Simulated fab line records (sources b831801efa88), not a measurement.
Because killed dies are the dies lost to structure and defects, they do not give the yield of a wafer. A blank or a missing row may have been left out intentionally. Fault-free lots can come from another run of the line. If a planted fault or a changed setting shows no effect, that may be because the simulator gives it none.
Which tool is to blame?    flow gf180mcu    11 lots, 33 wafers sampled, at 6 steps of a route of 602

== WHAT THE GAUGES SHOWED, per wafer ==
GF_NSD_OVL_MEAS_08. Usual: NSD_OVL typically reads -1.4 nm, with standard deviation 1.2.
lot   measured      on          NSD_OVL (nm)    flag
L188  day 12 21:14  overlay-01  -1.0 -0.5 -2.5  
L190  day 14 14:21  overlay-02  -0.8 -2.1 -1.4  
L192  day 15 06:02  overlay-02  -2.0 -1.8 -1.5  
L193  day 15 17:09  overlay-01  -2.5 -1.6 -1.7  
L194  day 15 22:05  overlay-02  -2.4 -1.9 -2.0  
L195  day 15 21:28  overlay-02  -0.8 0.4 -0.5   
L196  day 16 11:22  overlay-01  0.0 -2.5 -1.3   
L201  day 17 18:36  overlay-01  0.5 1.0 1.1     
L203  day 18 23:14  overlay-02  -1.9 -1.5 -1.8  
L204  day 19 01:10  overlay-01  -1.5 -3.5 -2.4  
L205  day 19 07:29  overlay-01  -0.2 0.5 -0.2   

GF_NSD_TW_MEAS_12. Usual: NSD_TW typically reads 4268, with standard deviation 57.
lot   measured      on             NSD_TW                         flag
L188  day 12 21:41  film_metro-01  4193 4175 4161                 
L190  day 14 14:47  film_metro-02  4285 4283 4298                 
L192  day 15 06:29  film_metro-03  4312 4308 4294                 
L193  day 15 17:35  film_metro-03  4302 4301 4328                 
L194  day 15 22:32  film_metro-02  4285 4305 4306                 
L195  day 15 21:54  film_metro-01  4203 4201 4174                 
L196  day 16 11:48  film_metro-03  4302 4275 4287                 
L201  day 17 19:02  film_metro-02  4340 4332 4359                 
L203  day 18 23:41  film_metro-01  4758 4778 4781 4756 4758 4736  OFF
L204  day 19 01:37  film_metro-02  4884 4896 4886 4877 4887 4872  OFF
L205  day 19 07:56  film_metro-03  4897 4910 4882 4879 4903 4871  OFF

GF_PSD_RS_MEAS_14: a four-point-probe measurement. Usual: NSD_RS typically reads 46.10 ohm/sq, with standard deviation 0.077.
lot   measured      on             NSD_RS (ohm/sq)                      flag
L188  day 13 17:29  film_metro-02  46.14 46.16 46.19                    
L190  day 15 13:02  film_metro-02  45.96 46.14 46.14                    
L192  day 16 04:12  film_metro-03  46.10 46.08 46.01                    
L193  day 16 15:50  film_metro-01  46.14 46.20 46.06                    
L194  day 16 21:56  film_metro-03  46.13 46.26 46.20                    
L195  day 16 20:58  film_metro-01  46.13 45.99 45.97                    
L196  day 17 11:10  film_metro-03  46.03 46.07 46.07                    
L201  day 18 19:41  film_metro-01  46.03 46.03 45.94                    
L203  day 20 00:56  film_metro-03  25.48 25.52 25.57 25.52 25.50 25.50  OFF
L204  day 20 02:58  film_metro-02  25.56 25.50 25.52 25.52 25.48 25.53  OFF
L205  day 20 09:22  film_metro-02  25.50 25.51 25.56 25.50 25.47 25.53  OFF

== TOOL THAT RAN EACH LOT (tool first, then ch and the chambers of the sampled wafers, then the start) ==
lot   GF_VT_IMPLANT_STRIP_42                GF_NSD_IMPLANT_09                GF_NSD_STRIP_11
L188  plasma_asher-03 ch 0,1, day 7 04:01   implanter-03 ch 0, day 12 21:17  plasma_asher-03 ch 0,1, day 12 21:35
L190  plasma_asher-04 ch 0,1, day 8 14:49   implanter-02 ch 0, day 14 14:23  plasma_asher-04 ch 0,1, day 14 14:41
L192  plasma_asher-04 ch 0,1, day 9 03:13   implanter-02 ch 0, day 15 06:05  plasma_asher-03 ch 1, day 15 06:23
L193  plasma_asher-02 ch 0,1, day 9 13:28   implanter-03 ch 0, day 15 17:11  plasma_asher-02 ch 0,1, day 15 17:29
L194  plasma_asher-04 ch 0,1, day 9 16:16   implanter-03 ch 0, day 15 22:08  plasma_asher-04 ch 0,1, day 15 22:26
L195  plasma_asher-03 ch 0,1, day 9 17:09   implanter-02 ch 0, day 15 21:32  plasma_asher-04 ch 0,1, day 15 21:49
L196  plasma_asher-04 ch 0,1, day 10 01:50  implanter-02 ch 0, day 16 11:26  plasma_asher-04 ch 0,1, day 16 11:43
L201  plasma_asher-03 ch 0,1, day 11 05:07  implanter-03 ch 0, day 17 18:39  plasma_asher-03 ch 0,1, day 17 18:56
L203  plasma_asher-04 ch 0,1, day 11 21:46  implanter-03 ch 0, day 18 23:17  plasma_asher-02 ch 0,1, day 18 23:35
L204  plasma_asher-03 ch 1, day 12 01:46    implanter-03 ch 0, day 19 01:12  plasma_asher-04 ch 0,1, day 19 01:30
L205  plasma_asher-02 ch 1, day 12 08:28    implanter-03 ch 0, day 19 07:32  plasma_asher-02 ch 0,1, day 19 07:50
- GF_VT_IMPLANT_STRIP_42: strips in O2/N2.
- GF_NSD_IMPLANT_09
- GF_NSD_STRIP_11: strips in O2/N2.

== WHAT THE TOOLS THEMSELVES READ (means of the sampled wafers that have a number; where no wafer has one, the mark that the record gives instead) ==
GF_VT_IMPLANT_STRIP_42. Usual: drypump_motor_current_A 6.1 A, standard deviation 0.54; heater_power_w 349 W, standard deviation 32; oes_product_au 0.716 a.u., standard deviation 0.0048; strip_time_to_endpoint_s 12.63 s, standard deviation 0.03.
lot   tool             drypump_motor_current_A (A)  heater_power_w (W)  oes_product_au (a.u.)  strip_time_to_endpoint_s (s)  flag
L188  plasma_asher-03  6.6                          326                 0.720                  12.60                         
L190  plasma_asher-04  6.1                          371                 0.721                  12.61                         
L192  plasma_asher-04  6.1                          372                 0.720                  12.61                         
L193  plasma_asher-02  5.7                          340                 0.716                  12.59                         
L194  plasma_asher-04  6.0                          367                 0.715                  12.62                         
L195  plasma_asher-03  6.6                          331                 0.720                  12.60                         
L196  plasma_asher-04  6.1                          373                 0.713                  12.63                         
L201  plasma_asher-03  6.6                          331                 0.717                  12.62                         
L203  plasma_asher-04  5.7                          352                 0.719                  12.67                         
L204  plasma_asher-03  6.5                          344                 0.716                  12.61                         
L205  plasma_asher-02  5.7                          315                 0.713                  12.64                         

GF_NSD_IMPLANT_09. Usual: faraday_current_uA 12251, standard deviation 250.
lot   tool          faraday_current_uA  flag
L188  implanter-03  12240               
L190  implanter-02  12378               
L192  implanter-02  12250               
L193  implanter-03  12370               
L194  implanter-03  11968               
L195  implanter-02  12222               
L196  implanter-02  12206               
L201  implanter-03  12402               
L203  implanter-03  12389               
L204  implanter-03  12231               
L205  implanter-03  12229               

GF_NSD_STRIP_11. Usual: drypump_motor_current_A 6.0 A, standard deviation 0.52; heater_power_w 347 W, standard deviation 31; oes_product_au 0.486 a.u., standard deviation 0.0045; strip_time_to_endpoint_s 22.94 s, standard deviation 0.036.
lot   tool             drypump_motor_current_A (A)  heater_power_w (W)  oes_product_au (a.u.)  strip_time_to_endpoint_s (s)  flag
L188  plasma_asher-03  6.6                          320                 0.486                  22.95                         
L190  plasma_asher-04  5.7                          355                 0.488                  22.94                         
L192  plasma_asher-03  6.5                          347                 0.488                  22.85                         
L193  plasma_asher-02  5.7                          362                 0.487                  22.91                         
L194  plasma_asher-04  6.1                          377                 0.482                  22.92                         
L195  plasma_asher-04  6.1                          379                 0.488                  23.00                         
L196  plasma_asher-04  6.0                          381                 0.488                  22.92                         
L201  plasma_asher-03  6.6                          330                 0.488                  22.97                         
L203  plasma_asher-02  5.7                          353                 0.458                  26.31                         OFF
L204  plasma_asher-04  5.7                          351                 0.452                  26.30                         OFF
L205  plasma_asher-02  5.7                          337                 0.454                  26.28                         OFF

== THE ANSWER, worked out from the rows above alone ==
Rule: a lot counts as off when the mean over its wafers that have a number is more than 3 standard deviations away from the usual mean. A lot without any number at a reading at which 4 lots or more have one is off too. Where the step has rows for the other lots, those lots are counted as sound. After the gauges, taken in route order, come the tools' own readings; for these a lot's mean is taken, as printed above. The first step at which some lot is off is used, and at that step the reading that is off furthest; a lot without a number counts as furthest.
Off: at GF_NSD_TW_MEAS_12 (NSD_TW), L203, L204, L205.
If a tool, at a process step before that reading, ran all the lots that are off and no sound lot after the first of them, it fits. Not tried: the gauges at GF_NSD_TW_MEAS_12; whatever is off there is also off at GF_NSD_STRIP_11, on other tools, and gauge error can't account for it. One fits: GF_NSD_IMPLANT_09 on implanter-03. Its last sound lot is L201 (day 17 18:39), its first lot that is off L203 (day 18 23:17): a fault that began between those two fits.

== WHAT THE SIMULATOR HAD INSERTED ==
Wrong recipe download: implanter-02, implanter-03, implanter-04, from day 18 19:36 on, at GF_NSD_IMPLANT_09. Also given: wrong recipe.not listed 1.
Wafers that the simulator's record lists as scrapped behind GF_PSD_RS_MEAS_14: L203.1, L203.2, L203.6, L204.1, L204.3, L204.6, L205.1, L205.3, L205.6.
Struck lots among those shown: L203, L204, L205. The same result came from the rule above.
